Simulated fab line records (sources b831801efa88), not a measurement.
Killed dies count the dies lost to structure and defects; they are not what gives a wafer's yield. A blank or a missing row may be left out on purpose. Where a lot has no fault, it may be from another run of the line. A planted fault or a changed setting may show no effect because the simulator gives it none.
The same fault as seen by 2 desks	flow gf180mcu	only its own numbers are on each desk; what lay behind them is given at the end

== FROM THE METROLOGY DESK ==
What the gauges read for every lot (on any tool): the sampled wafers with a number, averaged. Any lot whose mean is over 4 standard deviations away from the usual mean is out of limits and marked OUT; that distance is given in the brackets.
Columns: A = NWELL_TW at GF_NWELL_TW_MEAS_11, usual 1574; B = NWELL_RS at GF_VT_IMPLANT_RS_MEAS_47, usual 487.9 ohm/sq; C = cd-nm at GF_V1_CD_MEAS_14, usual 259.8 nm
lot	first seen here	A	B	C
L225	day 3 13:43	1565	487.8	257.7
L226	day 3 17:23	1576	488.4	259.2
L229	day 4 10:26	1580	486.7	259.5
L230	day 4 16:58	1577	487.9	258.2
L231	day 5 00:38	1584	488.2	258.2
L232	day 5 03:47	1556	489.3	261.1
L233	day 5 10:44	1570	488.8	259.9
L234	day 5 14:42	1437 (-9.8) OUT	593.6 (+81) OUT	-
L237	day 6 06:06	1410 (-12) OUT	594.1 (+82) OUT	-
L242	day 7 17:10	1589	485.7	260.6
L244	day 7 20:11	1590	486.7	258.8
L247	day 8 12:35	1551	490.0	259.3
L246	day 8 14:04	1574	488.1	259.5
This desk finds L234, L237 out of limits, with the earliest case on L234 at day 5 14:42 (NWELL_TW at GF_NWELL_TW_MEAS_11). In limits: L225, L226, L229, L230, L231, L232, L233, L242, L244, L247, L246.

== DESK OF THE TOOL OWNER: implanter-01 ==
The tool's own readings at GF_NWELL_IMPLANT_08: means of the sampled wafers that have a number, for each lot that ran on this tool. Any lot whose mean is over 4 standard deviations away from the usual mean is out of limits and marked OUT; that distance is given in the brackets.
Columns: A = dose-ions-cm2 at GF_NWELL_IMPLANT_08, usual 1.5001e+13; B = faraday-current-uA at GF_NWELL_IMPLANT_08, usual 85.0; C = tilt-deg at GF_NWELL_IMPLANT_08, usual 0.005 degrees
lot	first seen here	A	B	C
L226	day 3 16:59	1.4994e+13	86.0	0.002
L229	day 4 10:02	1.5019e+13	85.1	-0.008
L230	day 4 16:34	1.5018e+13	86.3	0.028
L232	day 5 03:23	1.4993e+13	83.6	0.011
L234	day 5 14:18	1.0309e+13 (-99 or more) OUT	59.6 (-14) OUT	-0.008
L237	day 6 05:42	1.0289e+13 (-99 or more) OUT	58.4 (-15) OUT	0.009
L247	day 8 12:13	1.5001e+13	85.8	0.002
L246	day 8 13:42	1.4999e+13	84.0	-0.008
This desk's finding: out of limits on L234, L237; first on L234, day 5 14:18 (dose-ions-cm2 at GF_NWELL_IMPLANT_08). In limits: L226, L229, L230, L232, L247, L246.

== ALL TOGETHER ==
At day 5 14:18, on L234, L237, the tool owner's desk was in a position to raise an alarm.
L234, L237 would have let the metrology desk raise an alarm at day 5 14:42.
On implanter-01, each named lot ran GF_NWELL_IMPLANT_08.

== WHAT WAS PUT IN BY THE SIMULATOR ==
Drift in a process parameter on implanter-01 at GF_NWELL_IMPLANT_08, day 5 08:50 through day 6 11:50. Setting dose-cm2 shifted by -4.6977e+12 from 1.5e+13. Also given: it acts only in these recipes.
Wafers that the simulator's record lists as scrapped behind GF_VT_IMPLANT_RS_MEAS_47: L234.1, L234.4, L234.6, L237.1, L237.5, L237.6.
Struck lots among those shown: L234, L237.
Time in hours from fault onset to the first out-of-limits reading at each desk: tool owner's desk 5, metrology desk 6.
